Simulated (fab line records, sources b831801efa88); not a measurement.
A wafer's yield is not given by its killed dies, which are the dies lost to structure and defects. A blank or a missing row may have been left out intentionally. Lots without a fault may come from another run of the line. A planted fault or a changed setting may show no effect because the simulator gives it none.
Chamber matching | flow sky130 | SKY_VIA2_ETCH_15 on rie-diel-01 has 4 sister chambers
The step etches SiO2 in C4F8/O2/Ar, stops on TiN, target depth 546 nm, time 84 s. 20 wafers are shown with their chamber, then 10 later ones without.

EACH WAFER AND ITS CHAMBER
wafer  | chamber | oes-product-au (a.u.)
L074.2 | 1       | 0.941
L074.3 | 2       | 0.937
L074.4 | 0       | 0.940
L077.1 | 2       | 0.949
L077.3 | 1       | 0.940
L077.6 | 3       | 0.940
L079.1 | 0       | 0.945
L079.4 | 1       | 0.938
L079.6 | 3       | 0.936
L080.1 | 2       | 0.940
L080.3 | 3       | 0.943
L080.5 | 3       | 0.938
L081.3 | 0       | 0.941
L081.4 | 2       | 0.940
L081.6 | 2       | 0.934
L082.1 | 1       | 0.932
L082.4 | 0       | 0.947
L082.5 | 1       | 0.943
L089.1 | 3       | 0.942
L089.2 | 0       | 0.933

SIGNATURES (means of the wafers above)
reading        | chamber 0 | chamber 1 | chamber 2 | chamber 3 | scatter within a chamber
oes-product-au | 0.94120   | 0.93880   | 0.94000   | 0.93980   | 0.00465
Rule: for a wafer and a chamber, the distance is found by dividing, reading by reading, the gap between the wafer's reading and the chamber's mean by the reading's scatter, squaring, summing and taking the root. The wafer belongs to the nearest chamber; if the next one is less than 2 further off, it can't be placed. The scatter is the square root of a quotient: the sum, over the shown wafers, of each reading's squared deviation from its chamber's mean, divided by wafers minus chambers.

WAFERS WITHOUT THEIR CHAMBER
wafer  | oes-product-au (a.u.)
L089.3 | 0.937
L089.4 | 0.944
L089.5 | 0.939
L089.6 | 0.938
L091.2 | 0.944
L091.5 | 0.939
L091.6 | 0.945
L097.1 | 0.938
L097.3 | 0.942
L097.4 | 0.938

WHICH CHAMBER EACH WENT THROUGH
wafer  | from the rows above               | in truth
L089.3 | can't be placed: 1 or 3 or 2 or 0 | 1
L089.4 | can't be placed: 0 or 2 or 3 or 1 | 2
L089.5 | can't be placed: 1 or 3 or 2 or 0 | 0
L089.6 | can't be placed: 1 or 3 or 2 or 0 | 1
L091.2 | can't be placed: 0 or 2 or 3 or 1 | 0
L091.5 | can't be placed: 1 or 3 or 2 or 0 | 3
L091.6 | can't be placed: 0 or 2 or 3 or 1 | 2
L097.1 | can't be placed: 1 or 3 or 2 or 0 | 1
L097.3 | can't be placed: 0 or 2 or 3 or 1 | 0
L097.4 | can't be placed: 1 or 3 or 2 or 0 | 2
0 of 10 placed correctly. Not placeable from these rows: 10 (in 10, the candidates include the true chamber). 0 placed wrongly.
